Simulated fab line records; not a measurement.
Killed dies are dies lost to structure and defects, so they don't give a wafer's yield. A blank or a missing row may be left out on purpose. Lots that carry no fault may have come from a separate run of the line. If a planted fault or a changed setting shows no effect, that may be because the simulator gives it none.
fab line records ; flow gf180mcu
[record] lots = 11; wafers = 33; last-day = 30
route steps=602 shown LVPWELL@62 VT_IMPLANT@99 HV_LDD@196 SAB@273
lots that met no fault: taken from a fault-free run of the same line
start-h: hours from the record's opening day to when the first of the lot's shown wafers began ; wait-h: hours from the lot's prior step to this one ; " as in the row above ; L1.1+2: one row covering several wafers at once ; - either no value or no given start ; * or withheld: withheld ; < > ~ a bound
route shown NAME@n: names a module that has steps shown in the file, with the first one's number in the route ; usual: mean/standard deviation taken from wafers without a fault ; same: alike in all rows ; chamber/n: place in a boat ; sites: readings site by site ; _std_site: the standard deviation of these ; _edge_site: the outer-site mean with the inner-site mean subtracted ; radius-mm: how far each site lies from the wafer's centre ; mask NAME#n: copy n ; behind: the last tool/chamber to shape the wafer ; hold: the reason the lot was held/the length of the hold in hours/how it ended ; device: whichever transistor did not switch (one of n, p or np) ; end of line: the tests these same wafers got at the end of their route ; step lacking rows: just its recipe ; killed: dies lost to structure and defects at the first sort, not the wafer's yield ; map: a wafer's dies, marking killed ones x, the rest . and places with no die _
set.NAME: setting as actually run; set.NAME@STEP: the setting as run at that earlier step ; model.NAME: the simulator's own value behind a step, which no gauge read
a sample of lots followed through the steps of the route, with each step as a table and each wafer as a row
services: when a tool's chamber went out of use (start-h, in hours from the record's first day, below 0 if earlier), for how many hours, and the reason
[[steps]]
[step GF_LVPWELL_IMPLANT_08]
[recipe] species = B; energy-kev = 170; dose-cm2 = 1.5e+13; tilt-deg = 0
[usual] faraday-current-uA = 84.1/1.6; implant-ion-amu = 11/0; tilt-deg = 0.005/0.02
lot.wafer;tool;chamber;start-h;wait-h;faraday-current-uA;implant-ion-amu;tilt-deg
L896.2;implanter-03;0;68.74;0.0;84.7;11;0.006
L896.3;implanter-03;0;68.74;0.0;83.0;11;0.017
L896.5;implanter-03;0;68.74;0.0;85.1;11;-0.021
L897.2;implanter-03;0;73.13;0.0;83.2;11;-0.022
L897.3;implanter-03;0;73.13;0.0;85.2;11;-0.002
L897.6;implanter-03;0;73.13;0.0;82.3;11;-0.014
L898.1;implanter-04;0;79.26;0.0;85.8;11;0.042
L898.4;implanter-04;0;79.26;0.0;82.9;11;0.009
L898.6;implanter-04;0;79.26;0.0;82.3;11;0.026
L899.1;implanter-03;0;86.41;0.0;82.7;11;0.026
L899.2;implanter-03;0;86.41;0.0;83.3;11;0.012
L899.6;implanter-03;0;86.41;0.0;82.1;11;0.020
L900.2;implanter-02;0;89.84;0.0;85.0;11;0.000
L900.3;implanter-02;0;89.84;0.0;86.9;11;0.007
L900.6;implanter-02;0;89.84;0.0;84.6;11;0.000
L901.4;implanter-04;0;97.18;0.1;83.7;11;-0.003
L901.5;implanter-04;0;97.18;0.1;85.5;11;-0.001
L901.6;implanter-04;0;97.18;0.1;83.6;11;0.026
L902.4;implanter-02;0;101.98;0.1;80.9;11;-0.011
L902.5;implanter-02;0;101.98;0.1;87.1;11;-0.010
L902.6;implanter-02;0;101.98;0.1;82.5;11;-0.001
L904.1;implanter-03;0;112.56;0.0;82.6;31;-0.023
L904.2;implanter-03;0;112.56;0.0;83.3;31;-0.001
L904.6;implanter-03;0;112.56;0.0;85.1;31;-0.012
L905.1;implanter-04;0;120.76;0.0;85.8;31;0.032
L905.4;implanter-04;0;120.76;0.0;86.3;31;-0.004
L905.5;implanter-04;0;120.76;0.0;83.8;31;0.022
L906.4;implanter-04;0;124.93;0.1;83.3;31;0.000
L906.5;implanter-04;0;124.93;0.1;83.9;31;0.028
L906.6;implanter-04;0;124.93;0.1;82.0;31;0.000
L907.1;implanter-02;0;131.31;0.0;85.2;31;0.006
L907.4;implanter-02;0;131.31;0.0;80.8;31;0.044
L907.5;implanter-02;0;131.31;0.0;83.0;31;0.018
[step GF_LVPWELL_TW_MEAS_11]
[usual] LVPWELL_TW = 551/4.8
lot.wafer;tool;chamber;start-h;wait-h;hold;LVPWELL_TW
L896.2;film-metro-04;-;69.13;0.1;-;549
L896.3;film-metro-04;-;69.13;0.1;-;549
L896.5;film-metro-04;-;69.13;0.1;-;547
L897.2;film-metro-03;-;73.52;0.1;-;552
L897.3;film-metro-03;-;73.52;0.1;-;558
L897.6;film-metro-03;-;73.52;0.1;-;556
L898.1;film-metro-03;-;79.66;0.1;-;556
L898.4;film-metro-03;-;79.66;0.1;-;560
L898.6;film-metro-03;-;79.66;0.1;-;559
L899.1;film-metro-04;-;86.81;0.1;-;549
L899.2;film-metro-04;-;86.81;0.1;-;548
L899.6;film-metro-04;-;86.81;0.1;-;546
L900.2;film-metro-04;-;90.23;0.1;-;549
L900.3;film-metro-04;-;90.23;0.1;-;551
L900.6;film-metro-04;-;90.23;0.1;-;549
L901.4;film-metro-04;-;97.54;0.1;-;546
L901.5;film-metro-04;-;97.54;0.1;-;549
L901.6;film-metro-04;-;97.54;0.1;-;548
L902.4;film-metro-03;-;102.34;0.1;-;560
L902.5;film-metro-03;-;102.34;0.1;-;559
L902.6;film-metro-03;-;102.34;0.1;-;558
L904.1;film-metro-03;-;112.96;0.1;await-dispo/0.2h/release;1309
L904.2;film-metro-03;-;112.96;0.1;await-dispo/0.2h/release;1297
L904.6;film-metro-03;-;112.96;0.1;await-dispo/0.2h/release;1302
L904.1;film-metro-03;-;113.18;0.2;-;1305
L904.2;film-metro-03;-;113.18;0.2;-;1301
L904.6;film-metro-03;-;113.18;0.2;-;1306
L905.1;film-metro-02;-;121.16;0.1;await-dispo/0.2h/release;1284
L905.4;film-metro-02;-;121.16;0.1;await-dispo/0.2h/release;1284
L905.5;film-metro-02;-;121.16;0.1;await-dispo/0.2h/release;1291
L905.1;film-metro-02;-;121.38;0.2;-;1287
L905.4;film-metro-02;-;121.38;0.2;-;1285
L905.5;film-metro-02;-;121.38;0.2;-;1281
L906.4;film-metro-04;-;125.29;0.1;await-dispo/0.2h/release;1271
L906.5;film-metro-04;-;125.29;0.1;await-dispo/0.2h/release;1272
L906.6;film-metro-04;-;125.29;0.1;await-dispo/0.2h/release;1273
L906.4;film-metro-04;-;125.51;0.2;-;1273
L906.5;film-metro-04;-;125.51;0.2;-;1275
L906.6;film-metro-04;-;125.51;0.2;-;1268
L907.1;film-metro-04;-;131.71;0.1;await-dispo/0.2h/release;1276
L907.4;film-metro-04;-;131.71;0.1;await-dispo/0.2h/release;1276
L907.5;film-metro-04;-;131.71;0.1;await-dispo/0.2h/release;1274
L907.1;film-metro-04;-;131.93;0.2;-;1275
L907.4;film-metro-04;-;131.93;0.2;-;1281
L907.5;film-metro-04;-;131.93;0.2;-;1281
[step GF_VT_IMPLANT_STRIP_09]
[recipe] chemistry = O2/N2; power-w = 1400; pressure-mtorr = 1500; platen-temp-c = 250; o2-flow-sccm = 3000; n2-flow-sccm = 300; overash-fraction = 0.5
[usual] chamber-pressure-mTorr = 1500.0/1.3; drypump-motor-current-A = 5.8/0.54; heater-power-w = 348/31; o2-flow-sccm = 2999/9.5; oes-product-au = 0.716/0.0039; strip-time-to-endpoint-s = 12.643/0.03
lot.wafer;tool;chamber;start-h;wait-h;chamber-pressure-mTorr;drypump-motor-current-A;heater-power-w;o2-flow-sccm;oes-product-au;rf-hours-counter-h;strip-time-to-endpoint-s
L896.2;plasma-asher-04;1;110.11;0.1;1498.5;5.3;298;2992;0.712;50;12.649
L896.3;plasma-asher-04;0;110.11;0.1;1502.8;6.1;368;3001;0.712;-;12.663
L896.5;plasma-asher-04;0;110.11;0.1;1498.1;6.1;373;3007;0.714;-;12.662
L897.2;plasma-asher-04;1;116.62;0.1;1501.0;5.3;288;2997;0.716;50;12.623
L897.3;plasma-asher-04;1;116.62;0.1;1500.8;5.3;289;2997;0.714;-;12.576
L897.6;plasma-asher-04;0;116.62;0.1;1500.4;6.1;373;3011;0.718;-;12.635
L898.1;plasma-asher-01;0;123.07;0.1;1501.8;5.6;319;2981;0.723;1;12.598
L898.4;plasma-asher-01;1;123.07;0.1;1497.9;5.2;370;3001;0.719;-;12.637
L898.6;plasma-asher-01;1;123.07;0.1;1500.9;5.2;366;3010;0.717;-;12.654
L899.1;plasma-asher-01;1;129.92;0.1;1500.0;5.2;382;2992;0.720;1;12.637
L899.2;plasma-asher-01;0;129.92;0.1;1499.4;5.6;326;3006;0.716;1;12.617
L899.6;plasma-asher-01;0;129.92;0.1;1499.1;5.5;315;3000;0.712;-;12.625
L900.2;plasma-asher-01;0;133.57;0.1;1500.7;5.6;319;2989;0.716;2;12.621
L900.3;plasma-asher-01;0;133.57;0.1;1501.6;5.6;324;2984;0.708;-;12.656
L900.6;plasma-asher-01;0;133.57;0.1;1500.0;5.5;325;2979;0.718;-;12.640
L901.4;plasma-asher-04;1;141.40;0.1;1501.0;5.3;293;2999;0.718;-;12.683
L901.5;plasma-asher-04;0;141.40;0.1;1501.1;6.0;370;2982;0.719;-;12.719
L901.6;plasma-asher-04;1;141.40;0.1;1501.7;5.3;295;2987;0.718;-;12.672
L902.4;plasma-asher-04;1;146.64;0.1;1501.1;5.3;293;2990;0.711;-;12.636
L902.5;plasma-asher-04;1;146.64;0.1;1498.8;5.3;293;2999;0.710;-;12.688
L902.6;plasma-asher-04;0;146.64;0.1;1498.0;6.0;362;3002;0.711;-;12.653
[step GF_HV_LDD_OVL_MEAS_20]
[usual] HV_LDD_01_OVL = 1.1/1.3
lot.wafer;tool;chamber;start-h;wait-h;HV_LDD_01_OVL[nm]
L896.2;overlay-01;-;234.91;0.1;-1.0
L896.3;overlay-01;-;234.91;0.1;-1.7
L896.5;overlay-01;-;234.91;0.1;-1.0
L897.2;overlay-02;-;240.01;0.1;1.1
L897.3;overlay-02;-;240.01;0.1;1.9
L897.6;overlay-02;-;240.01;0.1;3.0
L898.1;overlay-02;-;250.85;0.1;0.0
L898.4;overlay-02;-;250.85;0.1;1.1
L898.6;overlay-02;-;250.85;0.1;2.6
L899.1;overlay-02;-;256.54;0.1;1.9
L899.2;overlay-02;-;256.54;0.1;0.6
L899.6;overlay-02;-;256.54;0.1;3.9
L900.2;overlay-02;-;260.31;0.1;2.4
L900.3;overlay-02;-;260.31;0.1;0.1
L900.6;overlay-02;-;260.31;0.1;1.6
L901.4;overlay-02;-;272.51;0.1;3.4
L901.5;overlay-02;-;272.51;0.1;1.8
L901.6;overlay-02;-;272.51;0.1;2.2
L902.4;overlay-01;-;274.12;0.1;-0.4
L902.5;overlay-01;-;274.12;0.1;3.9
L902.6;overlay-01;-;274.12;0.1;1.0
[step GF_SAB_CD_MEAS_09]
[recipe] target-cd-nm = 420
[usual] cd-nm = 419.9/2.1
lot.wafer;tool;chamber;start-h;wait-h;cd-nm
L896.2;cd-sem-01;-;338.69;0.1;417.1
L896.3;cd-sem-01;-;338.69;0.1;417.9
L896.5;cd-sem-01;-;338.69;0.1;417.9
L897.2;cd-sem-02;-;343.44;0.1;422.2
L897.3;cd-sem-02;-;343.44;0.1;421.7
L897.6;cd-sem-02;-;343.44;0.1;423.6
L898.1;cd-sem-02;-;357.02;0.1;418.0
L898.4;cd-sem-02;-;357.02;0.1;418.6
L898.6;cd-sem-02;-;357.02;0.1;419.3
L899.1;cd-sem-02;-;363.12;0.1;422.1
L899.2;cd-sem-02;-;363.12;0.1;422.0
L899.6;cd-sem-02;-;363.12;0.1;421.4
L900.2;cd-sem-02;-;368.79;0.1;416.6
L900.3;cd-sem-02;-;368.79;0.1;416.5
L900.6;cd-sem-02;-;368.79;0.1;415.8
L901.4;cd-sem-01;-;382.83;0.1;419.0
L901.5;cd-sem-01;-;382.83;0.1;418.8
L901.6;cd-sem-01;-;382.83;0.1;417.8
L902.4;cd-sem-01;-;386.03;0.1;419.5
L902.5;cd-sem-01;-;386.03;0.1;419.3
L902.6;cd-sem-01;-;386.03;0.1;418.7
[[services]]
tool;chamber;start-h;hours;kind
implanter-04;-;48.01;3.5;pm
implanter-04;-;58.54;3.1;pm
implanter-04;-;65.65;2.3;repair
implanter-02;-;80.79;4.2;repair
implanter-02;-;104.82;5.5;repair
plasma-asher-01;-;108.75;9.0;pm
plasma-asher-01;0;108.75;9.0;vent-cycle
plasma-asher-01;1;108.75;9.0;vent-cycle
plasma-asher-01;0;117.75;-;clean
plasma-asher-01;1;117.75;-;clean
implanter-03;-;134.54;2.2;repair
[[key]]
[first-sign] step = GF_LVPWELL_IMPLANT_08; reading = implant-ion-amu; direction = up; sigmas = 99+; usual = 11; struck = 31
[effect] step = GF_LVPWELL_TW_MEAS_11; reading = visit; direction = added
[effect] step = GF_LVPWELL_TW_MEAS_11; reading = LVPWELL_TW; direction = up; sigmas = 99+; usual = 551; struck = 1284
met-at GF_LVPWELL_IMPLANT_08
struck-lots L904,L905,L906,L907
scrapped-behind GF_LVPWELL_TW_MEAS_11 L904.1,L904.2,L904.6,L905.1,L905.4,L905.5,L906.4,L906.5,L906.6,L907.1,L907.4,L907.5
not-acting-at GF_VT_IMPLANT_STRIP_09,GF_HV_LDD_OVL_MEAS_20,GF_SAB_CD_MEAS_09
onset-between 101.98 112.56
[fault] kind = wrong-recipe-download; tool = implanter-02,implanter-03,implanter-04; chamber = -; onset-h = 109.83; steps = GF_LVPWELL_IMPLANT_08; wrong-recipe.not-listed = 1
